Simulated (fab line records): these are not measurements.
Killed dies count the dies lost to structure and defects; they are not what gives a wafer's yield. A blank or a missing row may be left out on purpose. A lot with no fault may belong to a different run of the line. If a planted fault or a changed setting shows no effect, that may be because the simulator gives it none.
fab line records || flow gf180mcu || part 2 of 2: steps 25 to 34 of 34
record {"lots": 5, "wafers": 15, "lastDay": 34}
route steps=602 shown POLY_GATE@175 HV_LDD@176
lots untouched by any fault: they come from a run of this same line in which no faults occurred
startH: hours from the record's opening day to when the first of the lot's shown wafers began || waitH: time in hours since the lot's previous step || " as in the row above || L1.1+2: several wafers, shown together as one row || - no value, or no start given || * or withheld: withheld || < > ~ a bound
route shown NAME@n: a module of which the file shows steps, and the number in the route of the first || usual: mean/standard deviation of fault-free wafers || same: alike in all rows || chamber/n: place in a boat || sites: readings site by site || _std_site: their standard deviation || _edge_site: outer sites' mean less inner sites' || radiusMm: how far each site lies from the wafer's centre || mask NAME#n: copy n || behind: the last tool/chamber to shape the wafer || hold: why the lot was held/for how many hours/how that ended || device: names the non-switching transistor (n, p or np) || end of line: the same wafers' tests at the end of the route || for a step that has no rows: nothing shown but its recipe || killed: dies that structure and defects cost at the first sort, which is not the same as the wafer's yield || map: a wafer's dies, x killed, . not, _ none there
set.NAME: the run value of the setting; set.NAME@STEP: its run value at that earlier step || model.NAME: the simulator's own value behind a step, which no gauge read
certain route steps with their lots: each step a table, each wafer a row
services: when a tool's chamber went out of use (startH, in hours from the record's first day, below 0 if earlier), for how many hours, and the reason
## steps
# step GF_HV_LDD_TW_MEAS_23
# usual {"HV_LDD_2_TW": "1067/5.5"}
{"lot.wafer": "L081.3", "tool": "filmMetro-01", "chamber": "-", "startH": 285.90, "waitH": 0.1, "HV_LDD_2_TW": 1062}
{"lot.wafer": "L081.4", "tool": "filmMetro-01", "chamber": "-", "startH": 285.90, "waitH": 0.1, "HV_LDD_2_TW": 1063}
{"lot.wafer": "L081.6", "tool": "filmMetro-01", "chamber": "-", "startH": 285.90, "waitH": 0.1, "HV_LDD_2_TW": 1066}
{"lot.wafer": "L094.4", "tool": "filmMetro-01", "chamber": "-", "startH": 395.85, "waitH": 0.1, "HV_LDD_2_TW": 1058}
{"lot.wafer": "L094.5", "tool": "filmMetro-01", "chamber": "-", "startH": 395.85, "waitH": 0.1, "HV_LDD_2_TW": 1065}
{"lot.wafer": "L094.6", "tool": "filmMetro-01", "chamber": "-", "startH": 395.85, "waitH": 0.1, "HV_LDD_2_TW": 1058}
{"lot.wafer": "L095.2", "tool": "filmMetro-04", "chamber": "-", "startH": 400.83, "waitH": 0.1, "HV_LDD_2_TW": 1075}
{"lot.wafer": "L095.5", "tool": "filmMetro-04", "chamber": "-", "startH": 400.83, "waitH": 0.1, "HV_LDD_2_TW": 1069}
{"lot.wafer": "L095.6", "tool": "filmMetro-04", "chamber": "-", "startH": 400.83, "waitH": 0.1, "HV_LDD_2_TW": 1066}
{"lot.wafer": "L096.3", "tool": "filmMetro-03", "chamber": "-", "startH": 413.25, "waitH": 0.1, "HV_LDD_2_TW": 1066}
{"lot.wafer": "L096.5", "tool": "filmMetro-03", "chamber": "-", "startH": 413.25, "waitH": 0.1, "HV_LDD_2_TW": 1063}
{"lot.wafer": "L096.6", "tool": "filmMetro-03", "chamber": "-", "startH": 413.25, "waitH": 0.1, "HV_LDD_2_TW": 1064}
{"lot.wafer": "L097.1", "tool": "filmMetro-01", "chamber": "-", "startH": 417.03, "waitH": 0.1, "HV_LDD_2_TW": 1049}
{"lot.wafer": "L097.3", "tool": "filmMetro-01", "chamber": "-", "startH": 417.03, "waitH": 0.1, "HV_LDD_2_TW": 1060}
{"lot.wafer": "L097.4", "tool": "filmMetro-01", "chamber": "-", "startH": 417.03, "waitH": 0.1, "HV_LDD_2_TW": 1058}
# step GF_HV_LDD_DEHYDRATE_24
# recipe {"tempC": 200, "timeS": 60}
# usual {"plateTempC": "199.98/0.16", "resistLineTempC": "22.98/0.11"}
{"lot.wafer": "L081.3", "tool": "lithoTrack-01", "chamber": 0, "startH": 295.72, "waitH": 9.8, "plateTempC": 200.22, "resistLineTempC": 23.16}
{"lot.wafer": "L081.4", "tool": "lithoTrack-01", "chamber": 0, "startH": 295.72, "waitH": 9.8, "plateTempC": 200.02, "resistLineTempC": 23.12}
{"lot.wafer": "L081.6", "tool": "lithoTrack-01", "chamber": 0, "startH": 295.72, "waitH": 9.8, "plateTempC": 199.94, "resistLineTempC": 23.11}
{"lot.wafer": "L094.4", "tool": "lithoTrack-02", "chamber": 0, "startH": 406.24, "waitH": 10.4, "plateTempC": 200.01, "resistLineTempC": 22.88}
{"lot.wafer": "L094.5", "tool": "lithoTrack-02", "chamber": 0, "startH": 406.24, "waitH": 10.4, "plateTempC": 200.20, "resistLineTempC": 22.98}
{"lot.wafer": "L094.6", "tool": "lithoTrack-02", "chamber": 0, "startH": 406.24, "waitH": 10.4, "plateTempC": 200.24, "resistLineTempC": 22.82}
{"lot.wafer": "L095.2", "tool": "lithoTrack-02", "chamber": 0, "startH": 411.74, "waitH": 10.9, "plateTempC": 200.01, "resistLineTempC": 23.04}
{"lot.wafer": "L095.5", "tool": "lithoTrack-02", "chamber": 0, "startH": 411.74, "waitH": 10.9, "plateTempC": 200.21, "resistLineTempC": 22.84}
{"lot.wafer": "L095.6", "tool": "lithoTrack-02", "chamber": 0, "startH": 411.74, "waitH": 10.9, "plateTempC": 200.19, "resistLineTempC": 22.84}
{"lot.wafer": "L096.3", "tool": "lithoTrack-02", "chamber": 0, "startH": 424.72, "waitH": 11.5, "plateTempC": 199.88, "resistLineTempC": 22.97}
{"lot.wafer": "L096.5", "tool": "lithoTrack-02", "chamber": 0, "startH": 424.72, "waitH": 11.5, "plateTempC": 200.05, "resistLineTempC": 22.99}
{"lot.wafer": "L096.6", "tool": "lithoTrack-02", "chamber": 0, "startH": 424.72, "waitH": 11.5, "plateTempC": 199.88, "resistLineTempC": 23.14}
{"lot.wafer": "L097.1", "tool": "lithoTrack-02", "chamber": 0, "startH": 427.52, "waitH": 10.5, "plateTempC": 200.05, "resistLineTempC": 23.04}
{"lot.wafer": "L097.3", "tool": "lithoTrack-02", "chamber": 0, "startH": 427.52, "waitH": 10.5, "plateTempC": 200.06, "resistLineTempC": 22.89}
{"lot.wafer": "L097.4", "tool": "lithoTrack-02", "chamber": 0, "startH": 427.52, "waitH": 10.5, "plateTempC": 200.04, "resistLineTempC": 23.20}
# step GF_HV_LDD_HMDS_25
# recipe {"primeTimeS": 60, "primeTempC": 120}
# usual {"resistLineTempC": "22.98/0.11"}
{"lot.wafer": "L081.3", "tool": "lithoTrack-01", "chamber": 0, "startH": 295.87, "waitH": 0.1, "resistLineTempC": 23.27}
{"lot.wafer": "L081.4", "tool": "lithoTrack-01", "chamber": 0, "startH": 295.87, "waitH": 0.1, "resistLineTempC": 23.01}
{"lot.wafer": "L081.6", "tool": "lithoTrack-01", "chamber": 0, "startH": 295.87, "waitH": 0.1, "resistLineTempC": 22.97}
{"lot.wafer": "L094.4", "tool": "lithoTrack-02", "chamber": 0, "startH": 406.39, "waitH": 0.1, "resistLineTempC": 23.03}
{"lot.wafer": "L094.5", "tool": "lithoTrack-02", "chamber": 0, "startH": 406.39, "waitH": 0.1, "resistLineTempC": 22.80}
{"lot.wafer": "L094.6", "tool": "lithoTrack-02", "chamber": 0, "startH": 406.39, "waitH": 0.1, "resistLineTempC": 22.90}
{"lot.wafer": "L095.2", "tool": "lithoTrack-02", "chamber": 0, "startH": 411.89, "waitH": 0.1, "resistLineTempC": 23.13}
{"lot.wafer": "L095.5", "tool": "lithoTrack-02", "chamber": 0, "startH": 411.89, "waitH": 0.1, "resistLineTempC": 23.23}
{"lot.wafer": "L095.6", "tool": "lithoTrack-02", "chamber": 0, "startH": 411.89, "waitH": 0.1, "resistLineTempC": 23.13}
{"lot.wafer": "L096.3", "tool": "lithoTrack-02", "chamber": 0, "startH": 424.87, "waitH": 0.1, "resistLineTempC": 23.04}
{"lot.wafer": "L096.5", "tool": "lithoTrack-02", "chamber": 0, "startH": 424.87, "waitH": 0.1, "resistLineTempC": 23.12}
{"lot.wafer": "L096.6", "tool": "lithoTrack-02", "chamber": 0, "startH": 424.87, "waitH": 0.1, "resistLineTempC": 23.15}
{"lot.wafer": "L097.1", "tool": "lithoTrack-02", "chamber": 0, "startH": 427.67, "waitH": 0.1, "resistLineTempC": 23.04}
{"lot.wafer": "L097.3", "tool": "lithoTrack-02", "chamber": 0, "startH": 427.67, "waitH": 0.1, "resistLineTempC": 23.02}
{"lot.wafer": "L097.4", "tool": "lithoTrack-02", "chamber": 0, "startH": 427.67, "waitH": 0.1, "resistLineTempC": 23.10}
# step GF_HV_LDD_COAT_26
# recipe {"resist": "NOVOLAK", "spinRpm": 3000, "resistThkNm": 1000}
# usual {"dispensePressureKPa": "51.3/2.1", "resistLineTempC": "23.01/0.097"}
{"lot.wafer": "L081.3", "tool": "lithoTrack-01", "chamber": 0, "startH": 296.02, "waitH": 0.1, "dispensePressureKPa": 54.6, "resistLineTempC": 23.04}
{"lot.wafer": "L081.4", "tool": "lithoTrack-01", "chamber": 0, "startH": 296.02, "waitH": 0.1, "dispensePressureKPa": 54.7, "resistLineTempC": 22.85}
{"lot.wafer": "L081.6", "tool": "lithoTrack-01", "chamber": 0, "startH": 296.02, "waitH": 0.1, "dispensePressureKPa": 54.6, "resistLineTempC": 23.05}
{"lot.wafer": "L094.4", "tool": "lithoTrack-02", "chamber": 0, "startH": 406.54, "waitH": 0.1, "dispensePressureKPa": 49.8, "resistLineTempC": 22.94}
{"lot.wafer": "L094.5", "tool": "lithoTrack-02", "chamber": 0, "startH": 406.54, "waitH": 0.1, "dispensePressureKPa": 49.9, "resistLineTempC": 23.05}
{"lot.wafer": "L094.6", "tool": "lithoTrack-02", "chamber": 0, "startH": 406.54, "waitH": 0.1, "dispensePressureKPa": 49.9, "resistLineTempC": 23.01}
{"lot.wafer": "L095.2", "tool": "lithoTrack-02", "chamber": 0, "startH": 412.04, "waitH": 0.1, "dispensePressureKPa": 49.9, "resistLineTempC": 22.96}
{"lot.wafer": "L095.5", "tool": "lithoTrack-02", "chamber": 0, "startH": 412.04, "waitH": 0.1, "dispensePressureKPa": 49.9, "resistLineTempC": 23.07}
{"lot.wafer": "L095.6", "tool": "lithoTrack-02", "chamber": 0, "startH": 412.04, "waitH": 0.1, "dispensePressureKPa": 49.8, "resistLineTempC": 22.97}
{"lot.wafer": "L096.3", "tool": "lithoTrack-02", "chamber": 0, "startH": 425.02, "waitH": 0.1, "dispensePressureKPa": 49.9, "resistLineTempC": 23.07}
{"lot.wafer": "L096.5", "tool": "lithoTrack-02", "chamber": 0, "startH": 425.02, "waitH": 0.1, "dispensePressureKPa": 49.9, "resistLineTempC": 23.04}
{"lot.wafer": "L096.6", "tool": "lithoTrack-02", "chamber": 0, "startH": 425.02, "waitH": 0.1, "dispensePressureKPa": 49.8, "resistLineTempC": 23.00}
{"lot.wafer": "L097.1", "tool": "lithoTrack-02", "chamber": 0, "startH": 427.82, "waitH": 0.1, "dispensePressureKPa": 49.9, "resistLineTempC": 23.01}
{"lot.wafer": "L097.3", "tool": "lithoTrack-02", "chamber": 0, "startH": 427.82, "waitH": 0.1, "dispensePressureKPa": 49.9, "resistLineTempC": 22.95}
{"lot.wafer": "L097.4", "tool": "lithoTrack-02", "chamber": 0, "startH": 427.82, "waitH": 0.1, "dispensePressureKPa": 49.9, "resistLineTempC": 23.06}
# step GF_HV_LDD_SOFTBAKE_27
# recipe {"tempC": 90, "timeS": 60, "resist": "NOVOLAK"}
# usual {"plateTempC": "90.01/0.12", "resistLineTempC": "23.00/0.095"}
{"lot.wafer": "L081.3", "tool": "lithoTrack-01", "chamber": 0, "startH": 296.17, "waitH": 0.1, "plateTempC": 89.93, "resistLineTempC": 23.13}
{"lot.wafer": "L081.4", "tool": "lithoTrack-01", "chamber": 0, "startH": 296.17, "waitH": 0.1, "plateTempC": 89.92, "resistLineTempC": 23.03}
{"lot.wafer": "L081.6", "tool": "lithoTrack-01", "chamber": 0, "startH": 296.17, "waitH": 0.1, "plateTempC": 89.77, "resistLineTempC": 22.89}
{"lot.wafer": "L094.4", "tool": "lithoTrack-02", "chamber": 0, "startH": 406.69, "waitH": 0.1, "plateTempC": 90.11, "resistLineTempC": 22.99}
{"lot.wafer": "L094.5", "tool": "lithoTrack-02", "chamber": 0, "startH": 406.69, "waitH": 0.1, "plateTempC": 90.14, "resistLineTempC": 23.09}
{"lot.wafer": "L094.6", "tool": "lithoTrack-02", "chamber": 0, "startH": 406.69, "waitH": 0.1, "plateTempC": 90.01, "resistLineTempC": 22.99}
{"lot.wafer": "L095.2", "tool": "lithoTrack-02", "chamber": 0, "startH": 412.19, "waitH": 0.1, "plateTempC": 90.10, "resistLineTempC": 23.07}
{"lot.wafer": "L095.5", "tool": "lithoTrack-02", "chamber": 0, "startH": 412.19, "waitH": 0.1, "plateTempC": 90.11, "resistLineTempC": 22.94}
{"lot.wafer": "L095.6", "tool": "lithoTrack-02", "chamber": 0, "startH": 412.19, "waitH": 0.1, "plateTempC": 90.29, "resistLineTempC": 23.04}
{"lot.wafer": "L096.3", "tool": "lithoTrack-02", "chamber": 0, "startH": 425.17, "waitH": 0.1, "plateTempC": 89.93, "resistLineTempC": 23.20}
{"lot.wafer": "L096.5", "tool": "lithoTrack-02", "chamber": 0, "startH": 425.17, "waitH": 0.1, "plateTempC": 89.92, "resistLineTempC": 22.92}
{"lot.wafer": "L096.6", "tool": "lithoTrack-02", "chamber": 0, "startH": 425.17, "waitH": 0.1, "plateTempC": 90.10, "resistLineTempC": 23.01}
{"lot.wafer": "L097.1", "tool": "lithoTrack-02", "chamber": 0, "startH": 427.97, "waitH": 0.1, "plateTempC": 90.14, "resistLineTempC": 23.16}
{"lot.wafer": "L097.3", "tool": "lithoTrack-02", "chamber": 0, "startH": 427.97, "waitH": 0.1, "plateTempC": 89.93, "resistLineTempC": 23.19}
{"lot.wafer": "L097.4", "tool": "lithoTrack-02", "chamber": 0, "startH": 427.97, "waitH": 0.1, "plateTempC": 90.06, "resistLineTempC": 23.19}
# step GF_HV_LDD_EXPOSE_28
# recipe {"maskId": "Nplus_HV_AREA", "targetCdNm": 400, "na": 0.6, "sourceShape": "conventional", "sigmaOuter": 0.6, "doseMj": 140}
# usual {"focusOffsetNm": "0.0/0.52"}
# same {"sigmaOuter": 0.6}
{"lot.wafer": "L081.3", "tool": "ilineStepper-02", "chamber": 0, "startH": "-", "waitH": "-", "mask": "Nplus_HV_AREA#0", "focusOffsetNm": 1.0}
{"lot.wafer": "L081.4", "tool": "ilineStepper-02", "chamber": 0, "startH": "-", "waitH": "-", "mask": "Nplus_HV_AREA#0", "focusOffsetNm": 0.7}
{"lot.wafer": "L081.6", "tool": "ilineStepper-02", "chamber": 0, "startH": "-", "waitH": "-", "mask": "Nplus_HV_AREA#0", "focusOffsetNm": -0.5}
{"lot.wafer": "L094.4", "tool": "ilineStepper-01", "chamber": 0, "startH": "-", "waitH": "-", "mask": "Nplus_HV_AREA#0", "focusOffsetNm": 0.2}
{"lot.wafer": "L094.5", "tool": "ilineStepper-01", "chamber": 0, "startH": "-", "waitH": "-", "mask": "Nplus_HV_AREA#0", "focusOffsetNm": 0.0}
{"lot.wafer": "L094.6", "tool": "ilineStepper-01", "chamber": 0, "startH": "-", "waitH": "-", "mask": "Nplus_HV_AREA#0", "focusOffsetNm": 0.2}
{"lot.wafer": "L095.2", "tool": "ilineStepper-01", "chamber": 0, "startH": "-", "waitH": "-", "mask": "Nplus_HV_AREA#0", "focusOffsetNm": -0.3}
{"lot.wafer": "L095.5", "tool": "ilineStepper-01", "chamber": 0, "startH": "-", "waitH": "-", "mask": "Nplus_HV_AREA#0", "focusOffsetNm": 0.4}
{"lot.wafer": "L095.6", "tool": "ilineStepper-01", "chamber": 0, "startH": "-", "waitH": "-", "mask": "Nplus_HV_AREA#0", "focusOffsetNm": -0.3}
{"lot.wafer": "L096.3", "tool": "ilineStepper-01", "chamber": 0, "startH": "-", "waitH": "-", "mask": "Nplus_HV_AREA#0", "focusOffsetNm": 0.8}
{"lot.wafer": "L096.5", "tool": "ilineStepper-01", "chamber": 0, "startH": "-", "waitH": "-", "mask": "Nplus_HV_AREA#0", "focusOffsetNm": 0.4}
{"lot.wafer": "L096.6", "tool": "ilineStepper-01", "chamber": 0, "startH": "-", "waitH": "-", "mask": "Nplus_HV_AREA#0", "focusOffsetNm": 1.5}
{"lot.wafer": "L097.1", "tool": "ilineStepper-01", "chamber": 0, "startH": "-", "waitH": "-", "mask": "Nplus_HV_AREA#0", "focusOffsetNm": 0.0}
{"lot.wafer": "L097.3", "tool": "ilineStepper-01", "chamber": 0, "startH": "-", "waitH": "-", "mask": "Nplus_HV_AREA#0", "focusOffsetNm": 0.6}
{"lot.wafer": "L097.4", "tool": "ilineStepper-01", "chamber": 0, "startH": "-", "waitH": "-", "mask": "Nplus_HV_AREA#0", "focusOffsetNm": -0.8}
# step GF_HV_LDD_PEB_29
# recipe {"tempC": "withheld", "timeS": "*", "resist": "NOVOLAK"}
# usual {"resistLineTempC": "*"}
{"lot.wafer": "L081.3", "tool": "lithoTrack-03", "chamber": 0, "startH": "-", "waitH": "-", "resistLineTempC": "*"}
{"lot.wafer": "L081.4", "tool": "lithoTrack-03", "chamber": 0, "startH": "-", "waitH": "-", "resistLineTempC": "*"}
{"lot.wafer": "L081.6", "tool": "lithoTrack-03", "chamber": 0, "startH": "-", "waitH": "-", "resistLineTempC": "*"}
{"lot.wafer": "L094.4", "tool": "lithoTrack-02", "chamber": 0, "startH": "-", "waitH": "-", "resistLineTempC": "*"}
{"lot.wafer": "L094.5", "tool": "lithoTrack-02", "chamber": 0, "startH": "-", "waitH": "-", "resistLineTempC": "*"}
{"lot.wafer": "L094.6", "tool": "lithoTrack-02", "chamber": 0, "startH": "-", "waitH": "-", "resistLineTempC": "*"}
{"lot.wafer": "L095.2", "tool": "lithoTrack-01", "chamber": 0, "startH": "-", "waitH": "-", "resistLineTempC": "*"}
{"lot.wafer": "L095.5", "tool": "lithoTrack-01", "chamber": 0, "startH": "-", "waitH": "-", "resistLineTempC": "*"}
{"lot.wafer": "L095.6", "tool": "lithoTrack-01", "chamber": 0, "startH": "-", "waitH": "-", "resistLineTempC": "*"}
{"lot.wafer": "L096.3", "tool": "lithoTrack-02", "chamber": 0, "startH": "-", "waitH": "-", "resistLineTempC": "*"}
{"lot.wafer": "L096.5", "tool": "lithoTrack-02", "chamber": 0, "startH": "-", "waitH": "-", "resistLineTempC": "*"}
{"lot.wafer": "L096.6", "tool": "lithoTrack-02", "chamber": 0, "startH": "-", "waitH": "-", "resistLineTempC": "*"}
{"lot.wafer": "L097.1", "tool": "lithoTrack-01", "chamber": 0, "startH": "-", "waitH": "-", "resistLineTempC": "*"}
{"lot.wafer": "L097.3", "tool": "lithoTrack-01", "chamber": 0, "startH": "-", "waitH": "-", "resistLineTempC": "*"}
{"lot.wafer": "L097.4", "tool": "lithoTrack-01", "chamber": 0, "startH": "-", "waitH": "-", "resistLineTempC": "*"}
# step GF_HV_LDD_DEVELOP_30
# recipe {"developTimeS": 60, "devTempC": 23}
# usual {"resistLineTempC": "23.01/0.096"}
{"lot.wafer": "L081.3", "tool": "lithoTrack-03", "chamber": 0, "startH": 305.91, "waitH": 0.1, "resistLineTempC": 22.94}
{"lot.wafer": "L081.4", "tool": "lithoTrack-03", "chamber": 0, "startH": 305.91, "waitH": 0.1, "resistLineTempC": 22.96}
{"lot.wafer": "L081.6", "tool": "lithoTrack-03", "chamber": 0, "startH": 305.91, "waitH": 0.1, "resistLineTempC": 23.06}
{"lot.wafer": "L094.4", "tool": "lithoTrack-02", "chamber": 0, "startH": 418.49, "waitH": 0.1, "resistLineTempC": 22.89}
{"lot.wafer": "L094.5", "tool": "lithoTrack-02", "chamber": 0, "startH": 418.49, "waitH": 0.1, "resistLineTempC": 23.05}
{"lot.wafer": "L094.6", "tool": "lithoTrack-02", "chamber": 0, "startH": 418.49, "waitH": 0.1, "resistLineTempC": 23.08}
{"lot.wafer": "L095.2", "tool": "lithoTrack-01", "chamber": 0, "startH": 423.74, "waitH": 0.1, "resistLineTempC": 23.15}
{"lot.wafer": "L095.5", "tool": "lithoTrack-01", "chamber": 0, "startH": 423.74, "waitH": 0.1, "resistLineTempC": 23.05}
{"lot.wafer": "L095.6", "tool": "lithoTrack-01", "chamber": 0, "startH": 423.74, "waitH": 0.1, "resistLineTempC": 23.07}
{"lot.wafer": "L096.3", "tool": "lithoTrack-02", "chamber": 0, "startH": 436.97, "waitH": 0.1, "resistLineTempC": 22.99}
{"lot.wafer": "L096.5", "tool": "lithoTrack-02", "chamber": 0, "startH": 436.97, "waitH": 0.1, "resistLineTempC": 22.90}
{"lot.wafer": "L096.6", "tool": "lithoTrack-02", "chamber": 0, "startH": 436.97, "waitH": 0.1, "resistLineTempC": 23.00}
{"lot.wafer": "L097.1", "tool": "lithoTrack-01", "chamber": 0, "startH": 440.07, "waitH": 0.1, "resistLineTempC": 23.10}
{"lot.wafer": "L097.3", "tool": "lithoTrack-01", "chamber": 0, "startH": 440.07, "waitH": 0.1, "resistLineTempC": 23.05}
{"lot.wafer": "L097.4", "tool": "lithoTrack-01", "chamber": 0, "startH": 440.07, "waitH": 0.1, "resistLineTempC": 23.02}
# step GF_HV_LDD_CD_MEAS_31
# recipe {"targetCdNm": 400}
# usual {"cdNm": "399.6/2.9"}
{"lot.wafer": "L081.3", "tool": "cdSem-02", "chamber": "-", "startH": 306.05, "waitH": 0.1, "cdNm": 401.0}
{"lot.wafer": "L081.4", "tool": "cdSem-02", "chamber": "-", "startH": 306.05, "waitH": 0.1, "cdNm": 399.7}
{"lot.wafer": "L081.6", "tool": "cdSem-02", "chamber": "-", "startH": 306.05, "waitH": 0.1, "cdNm": 401.2}
{"lot.wafer": "L094.4", "tool": "cdSem-01", "chamber": "-", "startH": 418.64, "waitH": 0.1, "cdNm": 397.8}
{"lot.wafer": "L094.5", "tool": "cdSem-01", "chamber": "-", "startH": 418.64, "waitH": 0.1, "cdNm": 397.5}
{"lot.wafer": "L094.6", "tool": "cdSem-01", "chamber": "-", "startH": 418.64, "waitH": 0.1, "cdNm": 397.4}
{"lot.wafer": "L095.2", "tool": "cdSem-01", "chamber": "-", "startH": 423.89, "waitH": 0.1, "cdNm": 404.2}
{"lot.wafer": "L095.5", "tool": "cdSem-01", "chamber": "-", "startH": 423.89, "waitH": 0.1, "cdNm": 403.7}
{"lot.wafer": "L095.6", "tool": "cdSem-01", "chamber": "-", "startH": 423.89, "waitH": 0.1, "cdNm": 403.9}
{"lot.wafer": "L096.3", "tool": "cdSem-02", "chamber": "-", "startH": 437.11, "waitH": 0.1, "cdNm": 398.2}
{"lot.wafer": "L096.5", "tool": "cdSem-02", "chamber": "-", "startH": 437.11, "waitH": 0.1, "cdNm": 395.6}
{"lot.wafer": "L096.6", "tool": "cdSem-02", "chamber": "-", "startH": 437.11, "waitH": 0.1, "cdNm": 398.7}
{"lot.wafer": "L097.1", "tool": "cdSem-01", "chamber": "-", "startH": 440.22, "waitH": 0.1, "cdNm": 395.0}
{"lot.wafer": "L097.3", "tool": "cdSem-01", "chamber": "-", "startH": 440.22, "waitH": 0.1, "cdNm": 394.3}
{"lot.wafer": "L097.4", "tool": "cdSem-01", "chamber": "-", "startH": 440.22, "waitH": 0.1, "cdNm": 394.8}
# step GF_HV_LDD_OVL_MEAS_32
# usual {"HV_LDD_02_OVL": "1.9/1.3"}
{"lot.wafer": "L081.3", "tool": "overlay-01", "chamber": "-", "startH": 306.14, "waitH": 0.1, "HV_LDD_02_OVL[nm]": 1.5}
{"lot.wafer": "L081.4", "tool": "overlay-01", "chamber": "-", "startH": 306.14, "waitH": 0.1, "HV_LDD_02_OVL[nm]": 0.2}
{"lot.wafer": "L081.6", "tool": "overlay-01", "chamber": "-", "startH": 306.14, "waitH": 0.1, "HV_LDD_02_OVL[nm]": 0.6}
{"lot.wafer": "L094.4", "tool": "overlay-02", "chamber": "-", "startH": 418.72, "waitH": 0.1, "HV_LDD_02_OVL[nm]": 5.2}
{"lot.wafer": "L094.5", "tool": "overlay-02", "chamber": "-", "startH": 418.72, "waitH": 0.1, "HV_LDD_02_OVL[nm]": 1.3}
{"lot.wafer": "L094.6", "tool": "overlay-02", "chamber": "-", "startH": 418.72, "waitH": 0.1, "HV_LDD_02_OVL[nm]": 2.6}
{"lot.wafer": "L095.2", "tool": "overlay-01", "chamber": "-", "startH": 424.00, "waitH": 0.1, "HV_LDD_02_OVL[nm]": 3.8}
{"lot.wafer": "L095.5", "tool": "overlay-01", "chamber": "-", "startH": 424.00, "waitH": 0.1, "HV_LDD_02_OVL[nm]": 1.6}
{"lot.wafer": "L095.6", "tool": "overlay-01", "chamber": "-", "startH": 424.00, "waitH": 0.1, "HV_LDD_02_OVL[nm]": 3.0}
{"lot.wafer": "L096.3", "tool": "overlay-01", "chamber": "-", "startH": 437.20, "waitH": 0.1, "HV_LDD_02_OVL[nm]": 0.9}
{"lot.wafer": "L096.5", "tool": "overlay-01", "chamber": "-", "startH": 437.20, "waitH": 0.1, "HV_LDD_02_OVL[nm]": 2.3}
{"lot.wafer": "L096.6", "tool": "overlay-01", "chamber": "-", "startH": 437.20, "waitH": 0.1, "HV_LDD_02_OVL[nm]": 1.5}
{"lot.wafer": "L097.1", "tool": "overlay-02", "chamber": "-", "startH": 440.34, "waitH": 0.1, "HV_LDD_02_OVL[nm]": 3.2}
{"lot.wafer": "L097.3", "tool": "overlay-02", "chamber": "-", "startH": 440.34, "waitH": 0.1, "HV_LDD_02_OVL[nm]": 3.7}
{"lot.wafer": "L097.4", "tool": "overlay-02", "chamber": "-", "startH": 440.34, "waitH": 0.1, "HV_LDD_02_OVL[nm]": 4.7}
## services
{"tool": "ilineStepper-01", "chamber": "-", "startH": 236.68, "hours": 1.7, "kind": "pm"}
{"tool": "implanter-03", "chamber": "-", "startH": 242.32, "hours": 2.6, "kind": "repair"}
{"tool": "plasmaAsher-01", "chamber": "-", "startH": 250.46, "hours": 2.8, "kind": "pm"}
{"tool": "implanter-03", "chamber": "-", "startH": 253.98, "hours": 5.6, "kind": "pm"}
{"tool": "lithoTrack-01", "chamber": "-", "startH": 267.77, "hours": "-", "kind": "consumableReplace:filter"}
{"tool": "ilineStepper-02", "chamber": "-", "startH": 271.56, "hours": 0.6, "kind": "repair"}
{"tool": "ilineStepper-02", "chamber": "-", "startH": 272.13, "hours": 1.7, "kind": "pm"}
{"tool": "plasmaAsher-01", "chamber": "-", "startH": 281.07, "hours": 15.6, "kind": "pm"}
{"tool": "implanter-01", "chamber": "-", "startH": 283.34, "hours": 1.7, "kind": "repair"}
{"tool": "ilineStepper-01", "chamber": "-", "startH": 283.39, "hours": 4.4, "kind": "pm"}
{"tool": "implanter-01", "chamber": "-", "startH": 289.17, "hours": 3.7, "kind": "repair"}
{"tool": "ilineStepper-01", "chamber": "-", "startH": 294.68, "hours": 9.6, "kind": "repair"}
{"tool": "plasmaAsher-01", "chamber": "-", "startH": 308.23, "hours": 0.4, "kind": "repair"}
{"tool": "implanter-02", "chamber": "-", "startH": 310.48, "hours": 2.4, "kind": "repair"}
{"tool": "implanter-01", "chamber": "-", "startH": 325.67, "hours": 4.7, "kind": "repair"}
{"tool": "ilineStepper-01", "chamber": 0, "startH": 338.41, "hours": "-", "kind": "calibration"}
{"tool": "implanter-01", "chamber": "-", "startH": 360.87, "hours": 1.2, "kind": "repair"}
{"tool": "implanter-03", "chamber": "-", "startH": 373.48, "hours": 6.8, "kind": "repair"}
{"tool": "implanter-03", "chamber": "-", "startH": 374.89, "hours": 4.1, "kind": "repair"}
{"tool": "ilineStepper-01", "chamber": "-", "startH": 379.77, "hours": 11.1, "kind": "repair"}
{"tool": "implanter-02", "chamber": "-", "startH": 391.01, "hours": 6.2, "kind": "pm"}
{"tool": "implanter-01", "chamber": "-", "startH": 405.19, "hours": 4.8, "kind": "repair"}
{"tool": "plasmaAsher-02", "chamber": "-", "startH": 421.25, "hours": 9.0, "kind": "pm"}
{"tool": "plasmaAsher-02", "chamber": 0, "startH": 421.25, "hours": 9.0, "kind": "ventCycle"}
